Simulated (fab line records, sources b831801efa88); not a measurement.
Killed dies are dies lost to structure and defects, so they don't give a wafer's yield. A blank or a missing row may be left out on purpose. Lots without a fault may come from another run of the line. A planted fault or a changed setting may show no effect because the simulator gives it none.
fab line records | flow sky130
record lots=6 wafers=18 last_day=49
route steps=708 shown POLY_GATE@217 LDD_N@237
lots that met no fault: from a run of the same line without faults
start_h: hours from the record's first day to the start of the lot's first wafer shown | wait_h: hours since the lot's step before | " the same as in the row above | L1.1+2: a row that stands for several wafers | - no value, or no start given | * or withheld: withheld | < > ~ a bound
route shown NAME@n: a module of which the file shows steps, and the number in the route of the first | usual: mean/standard deviation of fault-free wafers | same: alike in all rows | chamber/n: place in a boat | sites: the reading at each site | _std_site: their standard deviation | _edge_site: outer sites' mean less inner sites' | radius_mm: how far each site lies from the wafer's centre | mask NAME#n: copy n | behind: the tool/chamber that last shaped the wafer | hold: why the lot was held/for how many hours/how that ended | device: the transistor (n, p or np) that didn't switch | end of line: the same wafers' tests at the end of the route | a step without rows: its recipe alone | killed: dies lost to structure and defects at the first sort, not the wafer's yield | map: a wafer's dies, x killed, . not, _ none there
set.NAME: the setting as run; set.NAME@STEP: as run at that earlier step | model.NAME: the simulator's own value behind a step, which no gauge read
lots at some steps of the route; a table a step, a row a wafer
services: from which hour (start_h, from the record's first day; less than 0 if before it) a tool's chamber was out of use, for how many hours, and why
## steps
# step SKY_POLY_GATE_CVD_03
# recipe material=Si3N4 precursor=DCS/NH3 target_thk_nm=75 temp_c=770 time_s=1290 pressure_mtorr=250
# step SKY_POLY_GATE_THK_MEAS_04
# recipe reads=Si3N4_of_POLY_GATE_CVD_03
# usual POLY_GATE_CVD_03_THK=75.2/0.73
# columns lot.wafer tool chamber start_h wait_h POLY_GATE_CVD_03_THK[nm]
L319.1 film_metro-01 - 372.10 0.0 76.4
L319.2 " - " " 75.5
L319.3 " - " " 76.1
L320.3 film_metro-02 - 374.92 0.0 75.0
L320.4 " - " " 74.7
L320.5 " - " " 75.0
L327.1 film_metro-04 - 441.96 0.0 73.8
L327.5 " - " " 74.2
L327.6 " - " " 74.5
L330.1 film_metro-04 - 466.07 0.0 74.9
L330.3 " - " " 74.4
L330.6 " - " " 75.2
L331.2 film_metro-04 - 470.95 0.0 74.8
L331.4 " - " " 75.2
L331.6 " - " " 75.3
L334.1 film_metro-04 - 504.04 0.0 74.5
L334.3 " - " " 75.0
L334.4 " - " " 74.9
# step SKY_POLY_GATE_DEHYDRATE_05
# recipe temp_c=200 time_s=60
# step SKY_POLY_GATE_HMDS_06
# recipe prime_time_s=60 prime_temp_c=120
# step SKY_POLY_GATE_COAT_07
# recipe resist=BARC temp_c=withheld time_s=withheld spin_rpm=3000 resist_thk_nm=110
# step SKY_POLY_GATE_COAT_08
# recipe resist=KrF-thick spin_rpm=3000 resist_thk_nm=450
# step SKY_POLY_GATE_SOFTBAKE_09
# recipe temp_c=100 time_s=90 resist=KrF-thick
# step SKY_POLY_GATE_EXPOSE_10
# recipe mask_id=P1M na=0.68 source_shape=conventional sigma_outer=0.6 target_cd_nm=150 dose_mj=28.21
# step SKY_POLY_GATE_PEB_11
# recipe peb_temp_c=withheld peb_time_s=withheld resist=KrF-thick
# step SKY_POLY_GATE_DEVELOP_12
# recipe develop_time_s=60 resist=KrF-thick dev_temp_c=21
# step SKY_POLY_GATE_CD_MEAS_13
# recipe target_cd_nm=150
# usual cd_nm=150.2/1.4
# columns lot.wafer tool chamber start_h wait_h cd_nm
L319.1 cd_sem-01 - 401.21 - 154.9
L319.2 " - " " 153.7
L319.3 " - " " 153.2
L320.3 cd_sem-02 - 404.41 - 150.8
L320.4 " - " " 150.6
L320.5 " - " " 150.6
L327.1 cd_sem-02 - 473.86 - 150.5
L327.5 " - " " 150.6
L327.6 " - " " 151.1
L330.1 cd_sem-02 - 496.86 - 149.3
L330.3 " - " " 149.8
L330.6 " - " " 150.9
L331.2 cd_sem-01 - 501.70 - 149.7
L331.4 " - " " 149.8
L331.6 " - " " 149.3
L334.1 cd_sem-02 - 534.21 - 149.3
L334.3 " - " " 149.0
L334.4 " - " " 148.5
# step SKY_POLY_GATE_OVL_MEAS_14
# usual POLY_GATE_OVL=1/4.3
# columns lot.wafer tool chamber start_h wait_h POLY_GATE_OVL[nm]
L319.1 overlay-02 - 401.33 0.1 0
L319.2 " - " " -1
L319.3 " - " " 3
L320.3 overlay-02 - 404.50 0.1 -11
L320.4 " - " " -4
L320.5 " - " " -7
L327.1 overlay-01 - 473.98 0.1 7
L327.5 " - " " 7
L327.6 " - " " 6
L330.1 overlay-01 - 496.98 0.1 6
L330.3 " - " " 0
L330.6 " - " " -1
L331.2 overlay-02 - 501.81 0.1 3
L331.4 " - " " 4
L331.6 " - " " 8
L334.1 overlay-01 - 534.33 0.1 -3
L334.3 " - " " 1
L334.4 " - " " -1
# step SKY_POLY_GATE_ETCH_15
# recipe chemistry=N2/H2 target=BARC ion_energy_ev=200 source_w=500 bias_w=100 pressure_mtorr=30 n2_flow_sccm=100 h2_flow_sccm=200 stop_on=SiO2 time_s=118.5 target_depth_a=1100
# usual bias_w=100.0/0.31 chamber_pressure_mTorr=30.00/0.03 drypump_motor_current_A=5.8/0.37 oes_product_au=0.716/0.0044 throttle_valve_pct=13.212/0.0097 time_s=118.5/0
# columns lot.wafer tool chamber start_h wait_h bias_w chamber_pressure_mTorr drypump_motor_current_A oes_product_au rf_hours_counter_h throttle_valve_pct time_s model.KrF-thick_of_POLY_GATE_COAT_08.thk_nm
L319.1 rie_diel-04 3 401.36 0.0 - - - - - - - 435.6
L319.2 " 1 " " - - - - - - - 435.6
L319.3 " 0 " " - - - - - - - 435.1
L320.3 rie_diel-03 3 404.52 0.0 - - - - - - - 437.7
L320.4 " 2 " " - - - - - - - 438.4
L320.5 " 1 " " - - - - - - - 436.7
L327.1 rie_diel-04 2 474.01 0.0 100.4 29.99 5.7 0.716 5 13.215 118.5 345.5
L327.5 " 0 " " 99.7 30.00 6.1 0.716 - 13.220 118.5 343.6
L327.6 " 3 " " 99.7 29.98 5.1 0.710 - 13.208 118.5 344.5
L330.1 rie_diel-03 2 497.01 0.0 100.0 30.02 6.4 0.716 3 13.203 118.5 349.7
L330.3 " 0 " " 100.1 30.00 5.8 0.713 2 13.214 118.5 347.9
L330.6 " 3 " " 99.6 30.01 6.3 0.720 - 13.216 118.5 347.4
L331.2 rie_diel-04 2 501.84 0.0 100.0 29.99 5.6 0.719 5 13.200 118.5 348.8
L331.4 " 0 " " 99.9 29.99 6.1 0.710 8 13.222 118.5 347.1
L331.6 " 3 " " 99.5 29.98 5.1 0.717 - 13.237 118.5 345.5
L334.1 rie_diel-02 2 534.36 0.0 100.1 30.02 6.2 0.720 10 13.204 118.5 346.1
L334.3 " 3 " " 99.6 30.00 5.6 0.716 15 13.206 118.5 345.7
L334.4 " 3 " " 100.0 29.96 5.7 0.712 - 13.211 118.5 345.3
# step SKY_POLY_GATE_ETCH_16
# recipe stop_on=poly-Si chemistry=CH3F/O2 target=Si3N4 source_w=400 bias_w=80 pressure_mtorr=25 ch3f_flow_sccm=40 O2_flow_sccm=30 time_s=147.5 target_depth_a=750
# usual O2_flow_sccm=29.98/0.087 bias_w=80.03/0.22 ch3f_flow_sccm=39.97/0.1 drypump_motor_current_A=5.8/0.37 oes_product_au=0.641/0.0052 throttle_valve_pct=10.535/0.0093
# same time_s=147.5
# columns lot.wafer tool chamber start_h wait_h O2_flow_sccm bias_w ch3f_flow_sccm drypump_motor_current_A oes_product_au rf_hours_counter_h throttle_valve_pct
L319.1 rie_diel-04 3 401.45 0.0 29.85 79.84 40.01 5.1 0.376 4 10.499
L319.2 " 1 " " 29.77 80.06 39.95 5.7 0.375 70 10.491
L319.3 " 0 " " 30.05 80.02 40.07 6.0 0.372 7 10.504
L320.3 rie_diel-03 3 404.60 0.0 30.19 80.09 39.94 6.4 0.375 87 10.503
L320.4 " 2 " " 29.82 80.05 40.14 6.4 0.376 - 10.499
L320.5 " 1 " " 30.10 80.23 39.77 5.8 0.374 - 10.494
L327.1 rie_diel-04 2 474.10 0.0 29.95 79.90 39.83 5.7 0.633 5 10.538
L327.5 " 0 " " 29.91 80.41 39.91 6.1 0.634 - 10.539
L327.6 " 3 " " 30.01 80.26 39.97 5.1 0.637 - 10.552
L330.1 rie_diel-03 2 497.10 0.0 30.04 80.05 39.80 6.3 0.640 3 10.528
L330.3 " 0 " " 29.98 79.75 39.91 5.8 0.637 2 10.525
L330.6 " 3 " " 29.90 80.13 40.01 6.3 0.637 - 10.535
L331.2 rie_diel-04 2 501.92 0.0 29.92 79.82 40.01 5.6 0.636 5 10.523
L331.4 " 0 " " 30.05 79.63 40.02 6.1 0.645 8 10.540
L331.6 " 3 " " 30.08 79.91 39.93 5.1 0.639 - 10.528
L334.1 rie_diel-02 2 534.45 0.0 30.07 80.14 40.09 6.2 0.634 10 10.529
L334.3 " 3 " " 30.06 79.80 39.94 5.6 0.639 15 10.546
L334.4 " 3 " " 30.03 79.46 40.01 5.6 0.637 - 10.533
# step SKY_POLY_GATE_ETCH_17
# recipe target_depth_nm=180 stop_on=SiO2 over_etch_frac=0.56667 chemistry=HBr/Cl2 target=poly-Si icp_w=400 bias_w=100 pressure_mtorr=10 HBr_flow_sccm=150 Cl2_flow_sccm=50 time_s=70.5
# usual HBr_flow_sccm=150.0/0.43 bias_w=100.0/0.3 drypump_motor_current_A=5.8/0.48 mfc_cl2_sccm=50.00/0.16 oes_product_au=0.984/0.0067 throttle_valve_pct=33.685/0.0095
# same time_s=70.5
# columns lot.wafer tool chamber start_h wait_h HBr_flow_sccm bias_w drypump_motor_current_A mfc_cl2_sccm oes_product_au rf_hours_counter_h throttle_valve_pct model.KrF-thick_of_POLY_GATE_COAT_08.thk_nm
L319.1 rie_si-01 1 401.55 0.0 150.1 100.0 5.8 49.85 0.271 19 33.696 232.6
L319.2 " 3 " " 150.0 99.8 5.6 50.26 0.272 2 33.703 230.7
L319.3 " 2 " " 150.1 100.6 6.0 49.87 0.274 69 33.697 231.9
L320.3 rie_si-02 1 404.70 0.0 150.6 100.1 4.9 50.12 0.268 6 33.694 235.1
L320.4 " 0 " " 149.7 100.5 5.6 50.10 0.276 4 33.687 237.2
L320.5 " 0 " " 149.8 100.1 5.6 49.98 0.277 - 33.709 232.4
L327.1 rie_si-02 0 474.19 0.0 150.1 100.2 5.7 50.00 0.995 4 33.682 141.4
L327.5 " 0 " " 149.7 100.4 5.6 50.15 0.993 - 33.667 139.4
L327.6 " 1 " " 150.2 100.4 4.9 50.05 0.998 - 33.680 138.6
L330.1 rie_si-01 2 497.19 0.0 150.1 100.7 5.9 49.75 0.979 0 33.677 147.4
L330.3 " 3 " " 149.8 100.0 5.6 49.87 0.979 2 33.677 141.7
L330.6 " 0 " " 149.8 99.9 6.7 50.08 0.985 - 33.673 141.4
L331.2 rie_si-02 3 502.02 0.0 150.6 100.0 5.9 50.17 0.993 29 33.687 147.7
L331.4 " 0 " " 150.2 100.1 5.7 49.70 0.990 5 33.698 144.2
L331.6 " 1 " " 150.5 100.1 4.9 50.23 0.992 - 33.665 141.6
L334.1 rie_si-01 3 534.54 0.0 149.9 99.5 5.6 49.85 0.989 2 33.664 141.4
L334.3 " 2 " " 150.7 99.6 5.9 49.85 0.967 0 33.689 144.3
L334.4 " 1 " " 150.2 99.9 5.8 49.81 0.974 20 33.691 143.6
# step SKY_POLY_GATE_STRIP_18
# recipe chemistry=O2/N2 power_w=1400 pressure_mtorr=1500 platen_temp_c=withheld o2_flow_sccm=3000 n2_flow_sccm=300 overash_fraction=0.5
# usual drypump_motor_current_A=5.6/0.33 oes_product_au=0.361/0.0047 strip_time_to_endpoint_s=3.19/0.036
# columns lot.wafer tool chamber start_h wait_h drypump_motor_current_A oes_product_au rf_hours_counter_h strip_time_to_endpoint_s
L319.1 plasma_asher-01 0 401.60 0.0 5.7 0.403 26 4.14
L319.2 " 1 " " 5.4 0.399 26 4.13
L319.3 " 1 " " 5.4 0.400 - 4.15
L320.3 plasma_asher-04 1 404.79 0.1 5.6 0.404 - 4.19
L320.4 " 0 " " 5.0 0.399 - 4.23
L320.5 " 0 " " 5.0 0.395 - 4.15
L327.1 plasma_asher-03 0 474.25 0.0 6.0 0.360 63 3.18
L327.5 " 1 " " 5.9 0.359 - 3.15
L327.6 " 0 " " 6.0 0.356 - 3.14
L330.1 plasma_asher-04 1 497.25 0.0 5.6 0.366 7 3.26
L330.3 " 1 " " 5.6 0.360 - 3.18
L330.6 " 0 " " 5.0 0.360 - 3.18
L331.2 plasma_asher-03 1 502.08 0.0 5.9 0.355 66 3.25
L331.4 " 0 " " 6.0 0.365 - 3.20
L331.6 " 0 " " 6.0 0.353 - 3.19
L334.1 plasma_asher-03 1 534.60 0.0 5.9 0.363 69 3.19
L334.3 " 0 " " 6.0 0.376 - 3.22
L334.4 " 1 " " 5.9 0.356 - 3.22
# step SKY_POLY_GATE_CLEAN_19
# recipe chemistry=SC1/SC2 mix=1:4:20 temp_c=70 time_s=150 dry=n2_spin
# step SKY_POLY_GATE_OXIDATION_20
# recipe temp_c=850 ambient=O2 stabilise_s=600 purge_s=300 target_thk_a=40 ox_time_s=899
# step SKY_POLY_GATE_CD_MEAS_22
# usual cd_nm=149.7/2.3
# columns lot.wafer tool chamber start_h wait_h cd_nm
L319.1 cd_sem-01 - 403.06 0.1 -
L319.2 " - " " -
L319.3 " - " " -
L320.3 cd_sem-01 - 406.48 0.1 -
L320.4 " - " " -
L320.5 " - " " -
L327.1 cd_sem-02 - 476.04 0.1 148.5
L327.5 " - " " 149.7
L327.6 " - " " 151.8
L330.1 cd_sem-01 - 498.71 0.1 149.3
L330.3 " - " " 148.2
L330.6 " - " " 148.5
L331.2 cd_sem-01 - 504.07 0.1 148.1
L331.4 " - " " 147.4
L331.6 " - " " 150.8
L334.1 cd_sem-01 - 536.06 0.1 149.1
L334.3 " - " " 145.6
L334.4 " - " " 148.1
# step SKY_LDD_N_DEHYDRATE_00
# recipe temp_c=200 time_s=60
## services
# columns tool chamber start_h hours kind
rie_diel-03 0 389.01 - clean
rie_diel-03 0 389.01 22.5 scheduled_down
rie_diel-03 0 389.01 22.5 vent_cycle
rie_diel-04 0 409.70 4.4 repair
plasma_asher-04 - 421.25 9.0 pm
plasma_asher-04 0 421.25 9.2 vent_cycle
plasma_asher-04 1 421.25 9.2 vent_cycle
plasma_asher-04 - 425.27 5.1 repair
plasma_asher-04 0 430.25 - clean
plasma_asher-04 1 430.25 - clean
plasma_asher-03 - 436.00 11.1 pm
rie_si-01 2 439.19 - clean
rie_si-01 2 439.19 15.5 scheduled_down
rie_si-01 2 439.19 15.5 vent_cycle
plasma_asher-01 - 469.66 15.6 pm
rie_diel-02 1 502.66 117.8 repair
plasma_asher-04 - 505.99 5.8 repair
rie_si-02 2 509.12 - clean
rie_si-02 2 509.12 20.2 scheduled_down
rie_si-02 2 509.12 20.2 vent_cycle
rie_diel-03 3 516.55 - clean
rie_diel-03 3 516.55 22.0 scheduled_down
rie_diel-03 3 516.55 22.0 vent_cycle
rie_si-01 3 518.78 5.7 repair
## key
first_sign step=SKY_POLY_GATE_ETCH_15 reading=tool_record direction=missing
effect step=SKY_POLY_GATE_ETCH_16 reading=oes_product_au direction=down sigmas=51 usual=0.641 struck=0.375
effect step=SKY_POLY_GATE_ETCH_17 reading=oes_product_au direction=down sigmas=99+ usual=0.984 struck=0.273
effect step=SKY_POLY_GATE_STRIP_18 reading=strip_time_to_endpoint_s direction=up sigmas=27 usual=* struck=*
effect step=SKY_POLY_GATE_CD_MEAS_22 reading=cd_nm direction=missing
model_effect step=SKY_POLY_GATE_ETCH_15 value=KrF-thick_of_POLY_GATE_COAT_08.thk_nm without=345.7 struck=436.5
model_effect step=SKY_POLY_GATE_ETCH_17 value=KrF-thick_of_POLY_GATE_COAT_08.thk_nm without=142.5 struck=233.3
met_at SKY_POLY_GATE_ETCH_15
struck_wafers L319.1,L319.2,L319.3,L320.3,L320.4,L320.5
later_rows_left_out L319.1,L319.2,L319.3,L320.3,L320.4,L320.5
sort_left_out L319.1,L319.2,L319.3,L320.3,L320.4,L320.5
tester_left_out L319,L320
fault kind=skipped_step_whole tool=rie_diel-03,rie_diel-04 chamber=- onset_h=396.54 steps=SKY_POLY_GATE_ETCH_15 scope=struck_lots_only
# tester_left_out: of these lots the tester's yield and bins aren't shown, on N5 and GAA mostly nor the transistor test; their killed dies are dies lost to structure and defects alone, not to doping, threshold or leakage, so they don't give the yield
# sort_left_out: the simulated sort isn't trusted on such a fault, so these wafers' sort isn't shown, and their yield isn't known
# later_rows_left_out: the simulator's readings of these wafers behind a module that went badly wrong aren't trusted and aren't shown, but for the sort
